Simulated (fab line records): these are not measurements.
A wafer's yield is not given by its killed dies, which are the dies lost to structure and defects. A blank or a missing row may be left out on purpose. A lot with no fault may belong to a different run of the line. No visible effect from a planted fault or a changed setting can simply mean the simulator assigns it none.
fab line records -- flow sky130
[record] lots = 24, wafers = 72, last_day = 50
route steps=708 shown METAL2@483 VIA2@529 METAL3@532
lots untouched by any fault: they come from a run of this same line in which no faults occurred
start_h: hours from the record's opening day to when the first of the lot's shown wafers began -- wait_h: how many hours have passed since the lot's step before this one -- " identical to the entry in the row above -- L1.1+2: a row that stands for several wafers -- - value missing, or start not given -- * or withheld: withheld -- < > ~ a bound
route shown NAME@n: NAME is a module with steps in the file, n the number in the route of the first one -- usual: mean/standard deviation of fault-free wafers -- same: alike in all rows -- chamber/n: place in a boat -- sites: readings site by site -- _std_site: how widely they spread, as a standard deviation -- _edge_site: the outer-site mean with the inner-site mean subtracted -- radius_mm: for every site, how far away it sits from the centre of the wafer -- mask NAME#n: copy n -- behind: the last tool/chamber to shape the wafer -- hold: cause of the lot's hold/its duration in hours/its outcome -- device: the transistor (n, p or np) that didn't switch -- end of line: the same wafers' tests at the end of the route -- a step with no rows: only its recipe -- killed: dies that structure and defects cost at the first sort, which is not the same as the wafer's yield -- map: a wafer's dies, marking killed ones x, the rest . and places with no die _
set.NAME: the setting that was run; set.NAME@STEP: the one run at that earlier step -- model.NAME: the simulator's own value behind a step, which no gauge read
steps of the route over a sample of lots; a table a step, a row a wafer
services: the hour from which a tool's chamber was out of use, counted from the record's first day as start_h (under 0 if before that day), plus the number of hours and why
[[steps]]
[step SKY_METAL2_SPUTTER_00]
[recipe] material = Ti, target_thk_nm = 15, power_w = 3000, time_s = 10, chamber_pressure_pa = 0.4
[usual] chamber_pressure_pa = 0.4002/0.0008, throttle_valve_pct = 30.3/0.89
lot.wafer,tool,chamber,start_h,wait_h,chamber_pressure_pa,throttle_valve_pct
L074.1,pvd_sputter-04,-,797.69,0.2,0.4005,29.6
L074.3,pvd_sputter-04,-,797.69,0.2,0.4012,31.1
L074.4,pvd_sputter-04,-,797.69,0.2,0.4000,31.4
L075.1,pvd_sputter-04,-,804.25,0.2,0.3992,31.1
L075.2,pvd_sputter-04,-,804.25,0.2,0.3992,31.0
L075.5,pvd_sputter-04,-,804.25,0.2,0.3990,29.6
L076.2,pvd_sputter-03,-,804.30,0.1,0.3990,31.4
L076.3,pvd_sputter-03,-,804.30,0.1,0.4004,31.0
L076.4,pvd_sputter-03,-,804.30,0.1,0.3997,31.5
L077.1,pvd_sputter-04,-,821.92,0.2,0.4003,29.8
L077.3,pvd_sputter-04,-,821.92,0.2,0.4000,31.2
L077.5,pvd_sputter-04,-,821.92,0.2,0.3990,31.0
L078.4,pvd_sputter-02,-,826.72,0.1,0.3997,29.9
L078.5,pvd_sputter-02,-,826.72,0.1,0.4004,30.6
L078.6,pvd_sputter-02,-,826.72,0.1,0.3996,28.2
L079.1,pvd_sputter-03,-,837.11,0.1,0.3995,30.9
L079.4,pvd_sputter-03,-,837.11,0.1,0.4013,29.4
L079.5,pvd_sputter-03,-,837.11,0.1,0.4001,31.6
L080.3,pvd_sputter-02,-,840.06,0.1,0.4001,29.9
L080.4,pvd_sputter-02,-,840.06,0.1,0.4003,29.9
L080.5,pvd_sputter-02,-,840.06,0.1,0.4005,29.9
L081.1,pvd_sputter-04,-,844.11,0.1,0.4000,29.5
L081.2,pvd_sputter-04,-,844.11,0.1,0.4007,30.8
L081.5,pvd_sputter-04,-,844.11,0.1,0.4004,29.8
L082.1,pvd_sputter-03,-,855.57,0.2,0.4000,31.1
L082.2,pvd_sputter-03,-,855.57,0.2,0.3992,31.7
L082.6,pvd_sputter-03,-,855.57,0.2,0.3994,31.1
L083.3,pvd_sputter-04,-,862.45,0.1,0.4016,29.9
L083.5,pvd_sputter-04,-,862.45,0.1,0.4009,29.7
L083.6,pvd_sputter-04,-,862.45,0.1,0.4006,31.0
L085.1,pvd_sputter-02,-,869.82,0.1,0.3997,30.9
L085.4,pvd_sputter-02,-,869.82,0.1,0.4021,30.0
L085.5,pvd_sputter-02,-,869.82,0.1,0.3985,31.0
L084.1,pvd_sputter-03,-,871.49,0.1,0.3995,31.1
L084.2,pvd_sputter-03,-,871.49,0.1,0.4005,29.3
L084.6,pvd_sputter-03,-,871.49,0.1,0.4009,31.0
L086.3,pvd_sputter-04,-,878.90,0.2,0.4007,30.9
L086.4,pvd_sputter-04,-,878.90,0.2,0.3995,31.4
L086.5,pvd_sputter-04,-,878.90,0.2,0.4006,31.3
L087.1,pvd_sputter-04,-,886.97,0.1,0.3990,29.4
L087.2,pvd_sputter-04,-,886.97,0.1,0.4010,29.9
L087.3,pvd_sputter-04,-,886.97,0.1,0.4004,30.9
L088.1,pvd_sputter-03,-,891.00,0.1,0.3993,31.0
L088.2,pvd_sputter-03,-,891.00,0.1,0.3996,31.3
L088.5,pvd_sputter-03,-,891.00,0.1,0.4014,29.4
L089.1,pvd_sputter-03,-,901.76,0.1,0.3997,31.3
L089.3,pvd_sputter-03,-,901.76,0.1,0.4009,29.2
L089.6,pvd_sputter-03,-,901.76,0.1,0.4014,29.3
L090.1,pvd_sputter-03,-,916.76,0.1,0.4004,29.3
L090.3,pvd_sputter-03,-,916.76,0.1,0.4005,31.4
L090.6,pvd_sputter-03,-,916.76,0.1,0.3994,29.5
L091.1,pvd_sputter-04,-,930.94,0.2,0.3997,30.9
L091.2,pvd_sputter-04,-,930.94,0.2,0.4007,31.2
L091.4,pvd_sputter-04,-,930.94,0.2,0.3984,29.8
L093.2,pvd_sputter-03,-,932.46,0.1,0.3998,31.4
L093.4,pvd_sputter-03,-,932.46,0.1,0.4003,31.1
L093.5,pvd_sputter-03,-,932.46,0.1,0.4014,31.1
L092.2,pvd_sputter-04,-,933.15,0.1,0.4001,31.0
L092.3,pvd_sputter-04,-,933.15,0.1,0.4011,29.6
L092.4,pvd_sputter-04,-,933.15,0.1,0.3990,29.5
L094.4,pvd_sputter-04,-,935.80,0.1,0.3988,31.1
L094.5,pvd_sputter-04,-,935.80,0.1,0.3984,29.7
L094.6,pvd_sputter-04,-,935.80,0.1,0.3988,29.8
L095.1,pvd_sputter-02,-,947.22,0.1,0.3997,30.7
L095.5,pvd_sputter-02,-,947.22,0.1,0.4001,30.3
L095.6,pvd_sputter-02,-,947.22,0.1,0.4006,30.1
L096.1,pvd_sputter-02,-,954.19,0.2,0.3999,28.4
L096.2,pvd_sputter-02,-,954.19,0.2,0.3999,30.6
L096.4,pvd_sputter-02,-,954.19,0.2,0.3998,30.3
L097.3,pvd_sputter-03,-,959.97,0.1,0.4008,28.9
L097.4,pvd_sputter-03,-,959.97,0.1,0.3999,30.8
L097.5,pvd_sputter-03,-,959.97,0.1,0.3990,29.5
[step SKY_METAL2_THK_MEAS_06]
[recipe] thk_meas_gauge = xrf, reads = AlCu_of_METAL2_SPUTTER_02
[usual] METAL2_ALCU_THK = 246.2/2.7
lot.wafer,tool,chamber,start_h,wait_h,METAL2_ALCU_THK[nm]
L074.1,film_metro-02,-,797.95,0.1,246.9
L074.3,film_metro-02,-,797.95,0.1,245.3
L074.4,film_metro-02,-,797.95,0.1,245.9
L075.1,film_metro-04,-,804.51,0.1,248.3
L075.2,film_metro-04,-,804.51,0.1,248.5
L075.5,film_metro-04,-,804.51,0.1,247.0
L076.2,film_metro-02,-,804.57,0.1,249.6
L076.3,film_metro-02,-,804.57,0.1,246.1
L076.4,film_metro-02,-,804.57,0.1,244.8
L077.1,film_metro-04,-,822.18,0.1,245.6
L077.3,film_metro-04,-,822.18,0.1,244.2
L077.5,film_metro-04,-,822.18,0.1,248.5
L078.4,film_metro-02,-,827.01,0.1,244.9
L078.5,film_metro-02,-,827.01,0.1,243.8
L078.6,film_metro-02,-,827.01,0.1,242.4
L079.1,film_metro-02,-,837.37,0.1,244.2
L079.4,film_metro-02,-,837.37,0.1,244.5
L079.5,film_metro-02,-,837.37,0.1,246.1
L080.3,film_metro-04,-,840.34,0.1,250.3
L080.4,film_metro-04,-,840.34,0.1,246.4
L080.5,film_metro-04,-,840.34,0.1,247.5
L081.1,film_metro-04,-,844.37,0.1,244.5
L081.2,film_metro-04,-,844.37,0.1,247.6
L081.5,film_metro-04,-,844.37,0.1,244.0
L082.1,film_metro-03,-,855.83,0.1,248.7
L082.2,film_metro-03,-,855.83,0.1,251.5
L082.6,film_metro-03,-,855.83,0.1,251.1
L083.3,film_metro-04,-,862.73,0.1,248.9
L083.5,film_metro-04,-,862.73,0.1,250.9
L083.6,film_metro-04,-,862.73,0.1,248.8
L085.1,film_metro-03,-,870.08,0.1,248.6
L085.4,film_metro-03,-,870.08,0.1,249.5
L085.5,film_metro-03,-,870.08,0.1,246.4
L084.1,film_metro-04,-,871.75,0.1,246.2
L084.2,film_metro-04,-,871.75,0.1,247.7
L084.6,film_metro-04,-,871.75,0.1,245.2
L086.3,film_metro-03,-,879.17,0.1,245.8
L086.4,film_metro-03,-,879.17,0.1,244.7
L086.5,film_metro-03,-,879.17,0.1,247.1
L087.1,film_metro-03,-,887.23,0.1,247.1
L087.2,film_metro-03,-,887.23,0.1,246.8
L087.3,film_metro-03,-,887.23,0.1,247.8
L088.1,film_metro-02,-,891.26,0.1,243.0
L088.2,film_metro-02,-,891.26,0.1,242.0
L088.5,film_metro-02,-,891.26,0.1,244.1
L089.1,film_metro-02,-,902.02,0.1,247.4
L089.3,film_metro-02,-,902.02,0.1,243.9
L089.6,film_metro-02,-,902.02,0.1,246.9
L090.1,film_metro-04,-,917.02,0.1,243.1
L090.3,film_metro-04,-,917.02,0.1,242.4
L090.6,film_metro-04,-,917.02,0.1,243.0
L091.1,film_metro-03,-,931.20,0.1,248.0
L091.2,film_metro-03,-,931.20,0.1,243.9
L091.4,film_metro-03,-,931.20,0.1,246.2
L093.2,film_metro-03,-,932.75,0.1,253.9
L093.4,film_metro-03,-,932.75,0.1,250.3
L093.5,film_metro-03,-,932.75,0.1,252.6
L092.2,film_metro-02,-,933.42,0.1,246.2
L092.3,film_metro-02,-,933.42,0.1,242.7
L092.4,film_metro-02,-,933.42,0.1,245.1
L094.4,film_metro-02,-,936.09,0.1,244.7
L094.5,film_metro-02,-,936.09,0.1,243.3
L094.6,film_metro-02,-,936.09,0.1,242.7
L095.1,film_metro-02,-,947.48,0.1,246.0
L095.5,film_metro-02,-,947.48,0.1,248.7
L095.6,film_metro-02,-,947.48,0.1,246.8
L096.1,film_metro-02,-,954.45,0.1,244.5
L096.2,film_metro-02,-,954.45,0.1,241.1
L096.4,film_metro-02,-,954.45,0.1,243.4
L097.3,film_metro-04,-,960.25,0.1,247.3
L097.4,film_metro-04,-,960.25,0.1,245.8
L097.5,film_metro-04,-,960.25,0.1,248.3
[step SKY_METAL2_CD_MEAS_15]
[recipe] target_cd_nm = 140
[usual] cd_nm = 140.5/1.3
lot.wafer,tool,chamber,start_h,wait_h,cd_nm
L074.1,cd_sem-02,-,824.00,-,142.5
L074.3,cd_sem-02,-,824.00,-,141.7
L074.4,cd_sem-02,-,824.00,-,142.4
L075.1,cd_sem-01,-,828.47,-,141.7
L075.2,cd_sem-01,-,828.47,-,141.2
L075.5,cd_sem-01,-,828.47,-,140.8
L076.2,cd_sem-01,-,828.87,-,143.5
L076.3,cd_sem-01,-,828.87,-,141.8
L076.4,cd_sem-01,-,828.87,-,142.2
L077.1,cd_sem-02,-,847.32,-,142.2
L077.3,cd_sem-02,-,847.32,-,141.2
L077.5,cd_sem-02,-,847.32,-,141.5
L078.4,cd_sem-01,-,853.78,-,139.5
L078.5,cd_sem-01,-,853.78,-,139.1
L078.6,cd_sem-01,-,853.78,-,139.9
L079.1,cd_sem-02,-,864.05,-,140.8
L079.4,cd_sem-02,-,864.05,-,140.0
L079.5,cd_sem-02,-,864.05,-,138.9
L080.3,cd_sem-01,-,866.61,-,139.6
L080.4,cd_sem-01,-,866.61,-,140.2
L080.5,cd_sem-01,-,866.61,-,140.6
L081.1,cd_sem-01,-,870.20,-,139.2
L081.2,cd_sem-01,-,870.20,-,140.8
L081.5,cd_sem-01,-,870.20,-,139.6
L082.1,cd_sem-02,-,881.15,-,141.1
L082.2,cd_sem-02,-,881.15,-,140.0
L082.6,cd_sem-02,-,881.15,-,141.6
L083.3,cd_sem-01,-,887.29,-,141.8
L083.5,cd_sem-01,-,887.29,-,142.7
L083.6,cd_sem-01,-,887.29,-,142.4
L085.1,cd_sem-02,-,894.95,-,141.0
L085.4,cd_sem-02,-,894.95,-,140.2
L085.5,cd_sem-02,-,894.95,-,141.5
L084.1,cd_sem-02,-,897.75,-,140.4
L084.2,cd_sem-02,-,897.75,-,141.3
L084.6,cd_sem-02,-,897.75,-,141.8
L086.3,cd_sem-01,-,904.41,-,139.7
L086.4,cd_sem-01,-,904.41,-,139.9
L086.5,cd_sem-01,-,904.41,-,138.8
L087.1,cd_sem-02,-,911.92,-,138.6
L087.2,cd_sem-02,-,911.92,-,138.9
L087.3,cd_sem-02,-,911.92,-,138.7
L088.1,cd_sem-02,-,916.32,-,138.6
L088.2,cd_sem-02,-,916.32,-,139.7
L088.5,cd_sem-02,-,916.32,-,139.2
L089.1,cd_sem-02,-,925.90,-,137.6
L089.3,cd_sem-02,-,925.90,-,138.5
L089.6,cd_sem-02,-,925.90,-,138.3
L090.1,cd_sem-02,-,941.95,-,139.1
L090.3,cd_sem-02,-,941.95,-,139.9
L090.6,cd_sem-02,-,941.95,-,138.2
L091.1,cd_sem-01,-,955.15,-,140.9
L091.2,cd_sem-01,-,955.15,-,139.4
L091.4,cd_sem-01,-,955.15,-,140.7
L093.2,cd_sem-01,-,957.09,-,141.4
L093.4,cd_sem-01,-,957.09,-,140.7
L093.5,cd_sem-01,-,957.09,-,141.1
L092.2,cd_sem-02,-,957.44,-,140.0
L092.3,cd_sem-02,-,957.44,-,141.4
L092.4,cd_sem-02,-,957.44,-,141.0
L094.4,cd_sem-01,-,960.58,-,140.8
L094.5,cd_sem-01,-,960.58,-,139.9
L094.6,cd_sem-01,-,960.58,-,141.2
L095.1,cd_sem-02,-,971.50,-,141.2
L095.5,cd_sem-02,-,971.50,-,141.8
L095.6,cd_sem-02,-,971.50,-,141.9
L096.1,cd_sem-02,-,978.62,-,139.4
L096.2,cd_sem-02,-,978.62,-,138.9
L096.4,cd_sem-02,-,978.62,-,138.5
L097.3,cd_sem-01,-,983.79,-,139.2
L097.4,cd_sem-01,-,983.79,-,138.8
L097.5,cd_sem-01,-,983.79,-,139.5
[step SKY_VIA2_RS_MEAS_22]
[recipe] thk_meas_gauge = four-point-probe, reads = W_of_VIA2_CVD_21+TiN_of_VIA2_SPUTTER_20
[usual] VIA2_W_RS = 0.271/0.0054
lot.wafer,tool,chamber,start_h,wait_h,VIA2_W_RS[ohm/sq]
L074.1,film_metro-04,-,852.65,0.1,0.273
L074.3,film_metro-04,-,852.65,0.1,0.271
L074.4,film_metro-04,-,852.65,0.1,0.277
L075.1,film_metro-03,-,856.96,0.1,0.274
L075.2,film_metro-03,-,856.96,0.1,0.273
L075.5,film_metro-03,-,856.96,0.1,0.272
L076.2,film_metro-04,-,858.26,0.1,0.282
L076.3,film_metro-04,-,858.26,0.1,0.275
L076.4,film_metro-04,-,858.26,0.1,0.270
L077.1,film_metro-01,-,876.22,0.1,0.268
L077.3,film_metro-01,-,876.22,0.1,0.271
L077.5,film_metro-01,-,876.22,0.1,0.270
L078.4,film_metro-03,-,881.92,0.1,0.264
L078.5,film_metro-03,-,881.92,0.1,0.266
L078.6,film_metro-03,-,881.92,0.1,0.274
L079.1,film_metro-01,-,892.08,0.1,0.277
L079.4,film_metro-01,-,892.08,0.1,0.277
L079.5,film_metro-01,-,892.08,0.1,0.278
L080.3,film_metro-01,-,893.76,0.1,0.272
L080.4,film_metro-01,-,893.76,0.1,0.275
L080.5,film_metro-01,-,893.76,0.1,0.271
L081.1,film_metro-01,-,898.97,0.1,0.268
L081.2,film_metro-01,-,898.97,0.1,0.273
L081.5,film_metro-01,-,898.97,0.1,0.265
L082.1,film_metro-04,-,908.97,0.1,0.264
L082.2,film_metro-04,-,908.97,0.1,0.273
L082.6,film_metro-04,-,908.97,0.1,0.271
L083.3,film_metro-03,-,915.05,0.1,0.266
L083.5,film_metro-03,-,915.05,0.1,0.264
L083.6,film_metro-03,-,915.05,0.1,0.270
L085.1,film_metro-03,-,922.63,0.1,0.265
L085.4,film_metro-03,-,922.63,0.1,0.265
L085.5,film_metro-03,-,922.63,0.1,0.272
L084.1,film_metro-01,-,924.64,0.1,0.271
L084.2,film_metro-01,-,924.64,0.1,0.265
L084.6,film_metro-01,-,924.64,0.1,0.268
L086.3,film_metro-04,-,931.75,0.1,0.278
L086.4,film_metro-04,-,931.75,0.1,0.280
L086.5,film_metro-04,-,931.75,0.1,0.282
L087.1,film_metro-03,-,942.64,0.1,0.267
L087.2,film_metro-03,-,942.64,0.1,0.262
L087.3,film_metro-03,-,942.64,0.1,0.266
L088.1,film_metro-01,-,943.34,0.1,0.272
L088.2,film_metro-01,-,943.34,0.1,0.271
L088.5,film_metro-01,-,943.34,0.1,0.271
L089.1,film_metro-04,-,953.74,0.1,0.277
L089.3,film_metro-04,-,953.74,0.1,0.274
L089.6,film_metro-04,-,953.74,0.1,0.276
L090.1,film_metro-04,-,968.27,0.1,0.270
L090.3,film_metro-04,-,968.27,0.1,0.270
L090.6,film_metro-04,-,968.27,0.1,0.273
L091.1,film_metro-04,-,981.24,0.1,0.261
L091.2,film_metro-04,-,981.24,0.1,0.276
L091.4,film_metro-04,-,981.24,0.1,0.273
L093.2,film_metro-04,-,983.53,0.1,0.267
L093.4,film_metro-04,-,983.53,0.1,0.267
L093.5,film_metro-04,-,983.53,0.1,0.271
L092.2,film_metro-03,-,983.62,0.1,0.256
L092.3,film_metro-03,-,983.62,0.1,0.275
L092.4,film_metro-03,-,983.62,0.1,0.258
L094.4,film_metro-03,-,986.73,0.1,0.271
L094.5,film_metro-03,-,986.73,0.1,0.269
L094.6,film_metro-03,-,986.73,0.1,0.264
L095.1,film_metro-04,-,997.03,0.1,0.258
L095.5,film_metro-04,-,997.03,0.1,0.271
L095.6,film_metro-04,-,997.03,0.1,0.257
L096.1,film_metro-03,-,1004.47,0.1,0.266
L096.2,film_metro-03,-,1004.47,0.1,0.270
L096.4,film_metro-03,-,1004.47,0.1,0.265
L097.3,film_metro-01,-,1009.51,0.1,0.273
L097.4,film_metro-01,-,1009.51,0.1,0.264
L097.5,film_metro-01,-,1009.51,0.1,0.273
[step SKY_METAL3_SPUTTER_00]
[recipe] material = Ti, target_thk_nm = 15, power_w = 3000, time_s = 10, chamber_pressure_pa = 0.4
[usual] chamber_pressure_pa = 0.3999/0.00085, throttle_valve_pct = 29.9/0.92
lot.wafer,tool,chamber,start_h,wait_h,chamber_pressure_pa,throttle_valve_pct
L074.1,pvd_sputter-01,-,853.13,0.1,0.4011,29.0
L074.3,pvd_sputter-01,-,853.13,0.1,0.3976,28.6
L074.4,pvd_sputter-01,-,853.13,0.1,0.4006,30.4
L075.1,pvd_sputter-04,-,857.70,0.1,0.3999,29.3
L075.2,pvd_sputter-04,-,857.70,0.1,0.4010,29.7
L075.5,pvd_sputter-04,-,857.70,0.1,0.3997,30.8
L076.2,pvd_sputter-02,-,858.77,0.2,0.3995,29.6
L076.3,pvd_sputter-02,-,858.77,0.2,0.3994,30.9
L076.4,pvd_sputter-02,-,858.77,0.2,0.4001,28.3
L077.1,pvd_sputter-02,-,876.91,0.2,0.3998,30.0
L077.3,pvd_sputter-02,-,876.91,0.2,0.4005,30.7
L077.5,pvd_sputter-02,-,876.91,0.2,0.4001,30.8
L078.4,pvd_sputter-02,-,882.34,0.1,0.4001,30.0
L078.5,pvd_sputter-02,-,882.34,0.1,0.3996,28.3
L078.6,pvd_sputter-02,-,882.34,0.1,0.4006,30.9
L079.1,pvd_sputter-04,-,892.56,0.2,0.3995,29.7
L079.4,pvd_sputter-04,-,892.56,0.2,0.4002,29.9
L079.5,pvd_sputter-04,-,892.56,0.2,0.4003,30.7
L080.3,pvd_sputter-02,-,894.20,0.1,0.3998,30.7
L080.4,pvd_sputter-02,-,894.20,0.1,0.3994,29.8
L080.5,pvd_sputter-02,-,894.20,0.1,0.4001,29.7
L081.1,pvd_sputter-01,-,899.45,0.1,0.3995,30.0
L081.2,pvd_sputter-01,-,899.45,0.1,0.4009,30.3
L081.5,pvd_sputter-01,-,899.45,0.1,0.4000,28.7
L082.1,pvd_sputter-01,-,909.45,0.2,0.3990,30.0
L082.2,pvd_sputter-01,-,909.45,0.2,0.4009,30.1
L082.6,pvd_sputter-01,-,909.45,0.2,0.4010,30.1
L083.3,pvd_sputter-02,-,917.36,0.2,0.4002,30.0
L083.5,pvd_sputter-02,-,917.36,0.2,0.4014,31.0
L083.6,pvd_sputter-02,-,917.36,0.2,0.4003,30.0
L085.1,pvd_sputter-01,-,923.11,0.1,0.3990,28.7
L085.4,pvd_sputter-01,-,923.11,0.1,0.3995,30.2
L085.5,pvd_sputter-01,-,923.11,0.1,0.3988,30.2
L084.1,pvd_sputter-01,-,925.12,0.2,0.3999,30.0
L084.2,pvd_sputter-01,-,925.12,0.2,0.4006,30.1
L084.6,pvd_sputter-01,-,925.12,0.2,0.4006,28.5
L086.3,pvd_sputter-01,-,932.19,0.2,0.4010,30.2
L086.4,pvd_sputter-01,-,932.19,0.2,0.4005,28.9
L086.5,pvd_sputter-01,-,932.19,0.2,0.3996,30.0
L087.1,pvd_sputter-04,-,943.15,0.3,0.3994,29.8
L087.2,pvd_sputter-04,-,943.15,0.3,0.3984,31.1
L087.3,pvd_sputter-04,-,943.15,0.3,0.3998,31.2
L088.1,pvd_sputter-02,-,943.82,0.2,0.3990,31.1
L088.2,pvd_sputter-02,-,943.82,0.2,0.4015,28.2
L088.5,pvd_sputter-02,-,943.82,0.2,0.3998,28.2
L089.1,pvd_sputter-04,-,954.34,0.2,0.3984,29.8
L089.3,pvd_sputter-04,-,954.34,0.2,0.3999,30.8
L089.6,pvd_sputter-04,-,954.34,0.2,0.3993,29.7
L090.1,pvd_sputter-04,-,968.77,0.3,0.4000,30.8
L090.3,pvd_sputter-04,-,968.77,0.3,0.3984,29.6
L090.6,pvd_sputter-04,-,968.77,0.3,0.4000,29.6
L091.1,pvd_sputter-04,-,981.72,0.1,0.4018,31.1
L091.2,pvd_sputter-04,-,981.72,0.1,0.4013,29.8
L091.4,pvd_sputter-04,-,981.72,0.1,0.3993,29.4
L093.2,pvd_sputter-04,-,983.99,0.2,0.3996,29.8
L093.4,pvd_sputter-04,-,983.99,0.2,0.3995,31.2
L093.5,pvd_sputter-04,-,983.99,0.2,0.4013,30.9
L092.2,pvd_sputter-01,-,984.08,0.2,0.3983,29.0
L092.3,pvd_sputter-01,-,984.08,0.2,0.3993,29.0
L092.4,pvd_sputter-01,-,984.08,0.2,0.4009,30.1
L094.4,pvd_sputter-02,-,987.15,0.1,0.4006,30.3
L094.5,pvd_sputter-02,-,987.15,0.1,0.3998,30.9
L094.6,pvd_sputter-02,-,987.15,0.1,0.4011,28.0
L095.1,pvd_sputter-02,-,997.51,0.1,0.3993,31.0
L095.5,pvd_sputter-02,-,997.51,0.1,0.3997,30.7
L095.6,pvd_sputter-02,-,997.51,0.1,0.3997,28.5
L096.1,pvd_sputter-04,-,1004.95,0.1,0.3990,29.9
L096.2,pvd_sputter-04,-,1004.95,0.1,0.4015,31.0
L096.4,pvd_sputter-04,-,1004.95,0.1,0.4004,29.8
L097.3,pvd_sputter-02,-,1009.95,0.2,0.3985,28.4
L097.4,pvd_sputter-02,-,1009.95,0.2,0.3988,29.9
L097.5,pvd_sputter-02,-,1009.95,0.2,0.4004,30.0
[step SKY_METAL3_ETCH_17]
[recipe] target = SiO2, stop_on = TiN, chemistry = C4F8/O2/Ar, source_w = 1500, bias_w = 1200, pressure_mtorr = 40, c4f8_flow_sccm = withheld, O2_flow_sccm = 6, Ar_flow_sccm = 300, time_s = 3.9, target_depth_a = 150
[usual] oes_product_au = 0.755/0.0087
lot.wafer,tool,chamber,start_h,wait_h,oes_product_au
L074.1,rie_diel-03,1,905.47,0.1,0.762
L074.3,rie_diel-03,2,905.47,0.1,0.771
L074.4,rie_diel-03,0,905.47,0.1,0.756
L075.1,rie_diel-01,2,910.01,0.2,0.749
L075.2,rie_diel-01,3,910.01,0.2,0.749
L075.5,rie_diel-01,3,910.01,0.2,0.757
L076.2,rie_diel-03,1,910.83,0.1,0.750
L076.3,rie_diel-03,0,910.83,0.1,0.761
L076.4,rie_diel-03,1,910.83,0.1,0.761
L077.1,rie_diel-01,0,927.01,0.2,0.739
L077.3,rie_diel-01,3,927.01,0.2,0.753
L077.5,rie_diel-01,3,927.01,0.2,0.759
L078.4,rie_diel-01,1,933.05,0.1,0.758
L078.5,rie_diel-01,1,933.05,0.1,0.767
L078.6,rie_diel-01,0,933.05,0.1,0.751
L079.1,rie_diel-02,2,943.26,0.1,0.743
L079.4,rie_diel-02,0,943.26,0.1,0.745
L079.5,rie_diel-02,2,943.26,0.1,0.740
L080.3,rie_diel-02,3,944.94,0.1,0.744
L080.4,rie_diel-02,0,944.94,0.1,0.760
L080.5,rie_diel-02,0,944.94,0.1,0.743
L081.1,rie_diel-03,1,949.76,0.1,0.750
L081.2,rie_diel-03,2,949.76,0.1,0.750
L081.5,rie_diel-03,3,949.76,0.1,0.748
L082.1,rie_diel-01,1,959.77,0.1,0.767
L082.2,rie_diel-01,0,959.77,0.1,0.765
L082.6,rie_diel-01,2,959.77,0.1,0.762
L083.3,rie_diel-01,2,967.48,0.0,0.746
L083.5,rie_diel-01,0,967.48,0.0,0.748
L083.6,rie_diel-01,3,967.48,0.0,0.753
L085.1,rie_diel-03,2,971.91,0.1,0.748
L085.4,rie_diel-03,0,971.91,0.1,0.746
L085.5,rie_diel-03,3,971.91,0.1,0.745
L084.1,rie_diel-02,2,975.93,0.1,0.756
L084.2,rie_diel-02,0,975.93,0.1,0.756
L084.6,rie_diel-02,1,975.93,0.1,0.761
L086.3,rie_diel-01,0,981.35,0.0,0.750
L086.4,rie_diel-01,2,981.35,0.0,0.756
L086.5,rie_diel-01,3,981.35,0.0,0.765
L087.1,rie_diel-02,0,991.53,0.1,0.766
L087.2,rie_diel-02,2,991.53,0.1,0.757
L087.3,rie_diel-02,3,991.53,0.1,0.759
L088.1,rie_diel-03,3,991.88,0.1,0.750
L088.2,rie_diel-03,0,991.88,0.1,0.749
L088.5,rie_diel-03,3,991.88,0.1,0.754
L089.1,rie_diel-01,0,1002.82,0.1,0.754
L089.3,rie_diel-01,2,1002.82,0.1,0.761
L089.6,rie_diel-01,0,1002.82,0.1,0.780
L090.1,rie_diel-01,0,1015.48,0.1,0.746
L090.3,rie_diel-01,2,1015.48,0.1,0.748
L090.6,rie_diel-01,0,1015.48,0.1,0.762
L091.1,rie_diel-03,3,1028.32,0.1,0.752
L091.2,rie_diel-03,2,1028.32,0.1,0.739
L091.4,rie_diel-03,1,1028.32,0.1,0.752
L093.2,rie_diel-02,0,1030.93,0.1,0.750
L093.4,rie_diel-02,3,1030.93,0.1,0.756
L093.5,rie_diel-02,0,1030.93,0.1,0.763
L092.2,rie_diel-03,3,1031.31,0.1,0.740
L092.3,rie_diel-03,1,1031.31,0.1,0.736
L092.4,rie_diel-03,2,1031.31,0.1,0.754
L094.4,rie_diel-01,3,1034.65,0.1,0.756
L094.5,rie_diel-01,3,1034.65,0.1,0.760
L094.6,rie_diel-01,2,1034.65,0.1,0.755
L095.1,rie_diel-02,2,1043.46,0.1,0.761
L095.5,rie_diel-02,3,1043.46,0.1,0.766
L095.6,rie_diel-02,0,1043.46,0.1,0.775
L096.1,rie_diel-03,3,1052.71,0.1,0.739
L096.2,rie_diel-03,2,1052.71,0.1,0.744
L096.4,rie_diel-03,0,1052.71,0.1,0.760
L097.3,rie_diel-01,3,1056.68,0.0,0.767
L097.4,rie_diel-01,1,1056.68,0.0,0.761
L097.5,rie_diel-01,0,1056.68,0.0,0.768
[[services]]
tool,chamber,start_h,hours,kind
pvd_sputter-01,-,778.55,5.0,repair
rie_diel-01,1,783.22,52.3,repair
rie_diel-02,-,785.65,0.3,repair
rie_diel-01,-,788.40,1.1,repair
rie_diel-02,3,803.67,1.5,repair
rie_diel-02,1,811.93,5.0,repair
pvd_sputter-03,-,816.81,5.6,repair
rie_diel-01,3,822.50,3.9,repair
pvd_sputter-02,-,842.51,5.4,repair
rie_diel-01,3,874.57,11.6,repair
pvd_sputter-02,-,877.15,2.6,repair
rie_diel-01,1,886.94,7.8,repair
pvd_sputter-02,-,887.45,5.4,repair
rie_diel-02,-,887.63,0.6,repair
rie_diel-03,3,897.10,15.2,repair
rie_diel-02,0,918.96,4.1,repair
pvd_sputter-02,-,931.93,4.5,repair
rie_diel-03,2,983.95,9.4,repair
pvd_sputter-04,-,993.37,5.6,repair
rie_diel-01,0,995.68,5.8,repair
pvd_sputter-01,-,1001.97,5.4,repair
rie_diel-01,-,1042.34,0.3,repair
pvd_sputter-03,-,1053.29,4.0,repair
pvd_sputter-03,-,1054.10,0.7,repair
[[key]]
fault none
